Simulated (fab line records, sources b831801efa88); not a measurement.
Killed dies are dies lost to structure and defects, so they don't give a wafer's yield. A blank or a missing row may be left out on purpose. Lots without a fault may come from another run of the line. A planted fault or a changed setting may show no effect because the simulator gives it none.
Chamber matching | flow gf180mcu | GF_CONTACT_CMP_04 on cmp-02: 4 sister chambers
The step polishes SiO2. 20 wafers are shown with their chamber, then 9 later ones without.

WAFERS WITH THEIR CHAMBER
wafer  | chamber | motor_current_A (A) | time_to_endpoint_s (s)
L232.1 | 2       | 12.2                | 116
L232.3 | 1       | 11.5                | 118
L232.5 | 3       | 10.1                | 121
L234.1 | 1       | 11.4                | 116
L234.3 | 0       | 10.3                | 116
L234.6 | 0       | 10.7                | 117
L235.1 | 0       | 10.6                | 124
L235.5 | 1       | 11.5                | 128
L235.6 | 0       | 11.0                | 130
L238.1 | 0       | 10.8                | 113
L238.2 | 2       | 12.9                | 110
L238.3 | 1       | 11.6                | 114
L239.3 | 3       | 10.4                | 106
L239.4 | 2       | 12.5                | 104
L239.5 | 2       | 12.7                | 109
L240.3 | 3       | 10.7                | 107
L240.4 | 2       | 12.6                | 118
L240.6 | 2       | 12.9                | 119
L243.1 | 0       | 10.5                | 111
L243.3 | 3       | 10.9                | 106

SIGNATURES (means of the wafers above)
reading            | chamber 0 | chamber 1 | chamber 2 | chamber 3 | scatter within a chamber
motor_current_A    | 10.650    | 11.500    | 12.633    | 10.525    | 0.254
time_to_endpoint_s | 118.50    | 119.00    | 112.67    | 110.00    | 6.67
Rule: a wafer's distance from a chamber is the root of the sum, over the readings, of the square of ((its reading less the chamber's mean) divided by the reading's scatter). The wafer belongs to the nearest chamber; if the next one is less than 2 further off, it can't be placed. The scatter: the root of (the sum of the squares of (reading less its chamber's mean) over the shown wafers, divided by (wafers less chambers)).

WAFERS WITHOUT THEIR CHAMBER
wafer  | motor_current_A (A) | time_to_endpoint_s (s)
L243.6 | 12.0                | 111
L245.1 | 11.8                | 99
L245.4 | 10.3                | 109
L251.3 | 12.5                | 102
L251.5 | 12.5                | 113
L251.6 | 12.6                | 116
L252.1 | 10.1                | 109
L252.3 | 12.2                | 110
L252.5 | 11.0                | 116

WHICH CHAMBER EACH WENT THROUGH
wafer  | from the rows above          | in truth
L243.6 | can't be placed: 1 or 2      | 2
L245.1 | can't be placed: 1 or 2      | 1
L245.4 | can't be placed: 3 or 0      | 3
L251.3 | 2                            | 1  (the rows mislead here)
L251.5 | 2                            | 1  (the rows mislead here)
L251.6 | 2                            | 2
L252.1 | can't be placed: 3 or 0      | 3
L252.3 | can't be placed: 2 or 1      | 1
L252.5 | can't be placed: 0 or 1 or 3 | 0
Placed correctly: 1 of 9. Can't be placed from these rows: 6 (the true chamber is among the candidates in 6). Placed wrongly: 2.
